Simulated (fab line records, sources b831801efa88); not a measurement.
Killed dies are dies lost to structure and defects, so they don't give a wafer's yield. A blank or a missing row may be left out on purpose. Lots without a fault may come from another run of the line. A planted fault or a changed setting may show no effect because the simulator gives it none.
Chamber matching | flow sky130 | SKY_VIA4_HDPCVD_00 on hdpcvd-02: 3 sister chambers
The step deposits SiO2, target thk 1750 nm, time 291.7 s. 6 wafers are shown with their chamber, then 8 later ones without.

WAFERS WITH THEIR CHAMBER
wafer  | chamber | sih4_flow_sccm (sccm)
L935.2 | 0       | 59.91
L935.5 | 2       | 59.51
L942.1 | 0       | 60.00
L942.2 | 1       | 60.17
L942.3 | 2       | 60.06
L944.2 | 1       | 59.93

WAFERS WITHOUT THEIR CHAMBER
wafer  | sih4_flow_sccm (sccm)
L944.3 | 59.97
L944.5 | 60.00
L946.2 | 60.18
L946.3 | 60.14
L946.4 | 60.05
L949.1 | 60.16
L949.3 | 60.14
L949.6 | 60.13

WHICH CHAMBER EACH WENT THROUGH
wafer  | from the rows above          | in truth
L944.3 | can't be placed: 0 or 1 or 2 | 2
L944.5 | can't be placed: 0 or 1 or 2 | 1
L946.2 | can't be placed: 1 or 0 or 2 | 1
L946.3 | can't be placed: 1 or 0 or 2 | 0
L946.4 | can't be placed: 1 or 0 or 2 | 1
L949.1 | can't be placed: 1 or 0 or 2 | 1
L949.3 | can't be placed: 1 or 0 or 2 | 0
L949.6 | can't be placed: 1 or 0 or 2 | 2
Placed correctly: 0 of 8. Can't be placed from these rows: 8 (the true chamber is among the candidates in 8). Placed wrongly: 0.
How it was worked out, from the rows above alone: a wafer's distance from a chamber is the root of the sum, over the readings, of the square of ((its reading less the chamber's mean) divided by the reading's scatter). The wafer belongs to the nearest chamber; if the next one is less than 2 further off, it can't be placed. A chamber's mean is the mean of its shown wafers. The scatter: the root of (the sum of the squares of (reading less its chamber's mean) over the shown wafers, divided by (wafers less chambers)).
